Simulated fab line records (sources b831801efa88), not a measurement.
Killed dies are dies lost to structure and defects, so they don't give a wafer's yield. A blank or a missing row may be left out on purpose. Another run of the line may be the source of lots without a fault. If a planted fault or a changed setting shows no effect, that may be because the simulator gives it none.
Which tool did it? | flow gf180mcu | 14 lots, 42 wafers sampled, at 4 steps of a route of 602

## WHAT THE GAUGES SHOWED, per wafer
GF_V5_RS_MEAS_24: the measuring method here is four-point-probe. Usual: for V5_W_RS the level is 0.328 ohm/sq and the standard deviation is 0.0038.
lot  | measured     | on            | V5_W_RS (ohm/sq)  | flag
L405 | day 27 07:22 | film metro-01 | 0.331 0.327 0.331 |
L407 | day 27 22:14 | film metro-03 | 0.326 0.326 0.327 |
L408 | day 28 07:19 | film metro-01 | 0.327 0.327 0.329 |
L409 | day 28 12:34 | film metro-03 | 0.333 0.331 0.333 |
L410 | day 28 21:13 | film metro-03 | 0.322 0.323 0.328 |
L418 | day 31 04:10 | film metro-01 | 0.332 0.336 0.333 |
L419 | day 31 10:16 | film metro-01 | 0.328 0.331 0.331 |
L421 | day 32 01:56 | film metro-01 | 0.329 0.329 0.328 |
L422 | day 32 12:01 | film metro-02 | 0.333 0.330 0.326 |
L424 | day 32 16:18 | film metro-01 | 0.326 0.330 0.327 |
L425 | day 32 19:55 | film metro-03 | 0.324 0.329 0.329 |
L426 | day 33 04:46 | film metro-03 | 0.329 0.329 0.332 |
L427 | day 33 09:55 | film metro-03 | 0.333 0.334 0.331 |
L428 | day 33 15:18 | film metro-03 | 0.329 0.327 0.327 |

GF_PASSIVATION_BOW_MEAS_14. Usual: for PASSIVATION_BOW the level is 134 um and the standard deviation is 9.4.
lot  | measured     | on            | PASSIVATION_BOW (um) | flag
L405 | day 29 03:25 | film metro-03 | 138 134 133          |
L407 | day 29 15:55 | film metro-04 | 143 131 135          |
L408 | day 30 00:46 | film metro-04 | 122 122 132          |
L409 | day 30 06:10 | film metro-03 | 122 124 127          |
L410 | day 30 15:02 | film metro-04 | 137 143 143          |
L418 | day 32 18:13 | film metro-04 | 126 118 141          |
L419 | day 33 00:28 | film metro-04 | 139 149 153          |
L421 | day 33 13:29 | film metro-04 | 125 132 130          |
L422 | day 34 00:04 | film metro-01 | 139 139 136          |
L424 | day 34 03:01 | film metro-01 | 137 143 115          |
L425 | day 34 06:46 | film metro-04 | 137 139 130          |
L426 | day 34 14:59 | film metro-04 | 140 150 137          |
L427 | day 34 19:49 | film metro-01 | 137 142 146          |
L428 | day 35 00:20 | film metro-03 | 131 110 118          |

## TOOL THAT RAN EACH LOT (tool first, then ch and the chambers of the sampled wafers, then the start)
lot  | GF_CONTACT_CVD_00                | GF_PASSIVATION_STRIP_12
L405 | hdpcvd-02 ch 0,1, day 15 05:17   | plasma asher-02 ch 0,1, day 29 01:49
L407 | hdpcvd-02 ch 0,1,2, day 15 19:48 | plasma asher-01 ch 0,1, day 29 14:19
L408 | hdpcvd-01 ch 0,1, day 16 06:55   | plasma asher-01 ch 0,1, day 29 23:10
L409 | hdpcvd-02 ch 0,1,2, day 16 12:05 | plasma asher-03 ch 0,1, day 30 04:34
L410 | hdpcvd-02 ch 0,1, day 17 01:03   | plasma asher-03 ch 0,1, day 30 13:26
L418 | hdpcvd-01 ch 0,1,2, day 19 19:27 | plasma asher-02 ch 0,1, day 32 16:37
L419 | hdpcvd-01 ch 0,1, day 20 06:41   | plasma asher-02 ch 0,1, day 32 22:51
L421 | hdpcvd-01 ch 0,1, day 21 01:00   | plasma asher-03 ch 0,1, day 33 11:52
L422 | hdpcvd-02 ch 0,2, day 21 13:47   | plasma asher-03 ch 0,1, day 33 22:28
L424 | hdpcvd-01 ch 0,1, day 22 00:11   | plasma asher-03 ch 0,1, day 34 01:23
L425 | hdpcvd-02 ch 0,1, day 22 04:44   | plasma asher-01 ch 0,1, day 34 05:10
L426 | hdpcvd-02 ch 0,2, day 22 14:45   | plasma asher-03 ch 0,1, day 34 13:23
L427 | hdpcvd-01 ch 0,1, day 22 23:00   | plasma asher-01 ch 0,1, day 34 18:13
L428 | hdpcvd-01 ch 0,1,2, day 23 09:16 | plasma asher-01 ch 0,1, day 34 22:42
- GF_CONTACT_CVD_00: deposits SiO2, target thk 300 nm, time 50 s.
- GF_PASSIVATION_STRIP_12: strips in O2/N2.

## WHAT THE TOOLS THEMSELVES READ (means of the sampled wafers that have a number; where no wafer has one, the mark that the record gives instead)
GF_PASSIVATION_STRIP_12. Usual: drypump motor current A 5.8 A, standard deviation 0.64; heater power w 297 W, standard deviation 17; oes product au 0.718 a.u., standard deviation 0.004; strip time to endpoint s 32.5 s, standard deviation 0.42.
lot  | tool            | drypump motor current A (A) | heater power w (W) | oes product au (a.u.) | strip time to endpoint s (s) | flag
L405 | plasma asher-02 | 6.0                         | 283                | 0.719                 | 32.8                         |
L407 | plasma asher-01 | 5.9                         | 307                | 0.715                 | 32.2                         |
L408 | plasma asher-01 | 5.9                         | 307                | 0.718                 | 32.1                         |
L409 | plasma asher-03 | 5.9                         | 305                | 0.719                 | 32.6                         |
L410 | plasma asher-03 | 5.8                         | 304                | 0.719                 | 32.2                         |
L418 | plasma asher-02 | 6.0                         | 280                | 0.717                 | 32.2                         |
L419 | plasma asher-02 | 6.0                         | 282                | 0.714                 | 33.0                         |
L421 | plasma asher-03 | 6.0                         | 294                | 0.719                 | 33.0                         |
L422 | plasma asher-03 | 5.9                         | 305                | 0.720                 | 32.9                         |
L424 | plasma asher-03 | 6.0                         | 292                | 0.714                 | 33.0                         |
L425 | plasma asher-01 | 5.4                         | 302                | 0.718                 | 32.8                         |
L426 | plasma asher-03 | 6.0                         | 297                | 0.716                 | 32.5                         |
L427 | plasma asher-01 | 5.9                         | 310                | 0.718                 | 32.7                         |
L428 | plasma asher-01 | 5.9                         | 312                | 0.720                 | 32.8                         |

## THE ANSWER, worked out from the rows above alone
Rule: lot off if the mean of its wafers having a number is beyond 3 standard deviations from the usual mean. A lot without any number at a reading at which 4 lots or more have one is off too. All remaining lots with rows at the step are treated as sound. First the gauges in route order, then the tools' own readings, where a lot's mean is used as printed above. At the first step where some lot is off, the reading lying furthest off is the one used; lots without a number count as furthest.
No lot is off at any reading shown: from this, nothing can be told.

## WHAT HAD BEEN PUT IN BY THE SIMULATOR
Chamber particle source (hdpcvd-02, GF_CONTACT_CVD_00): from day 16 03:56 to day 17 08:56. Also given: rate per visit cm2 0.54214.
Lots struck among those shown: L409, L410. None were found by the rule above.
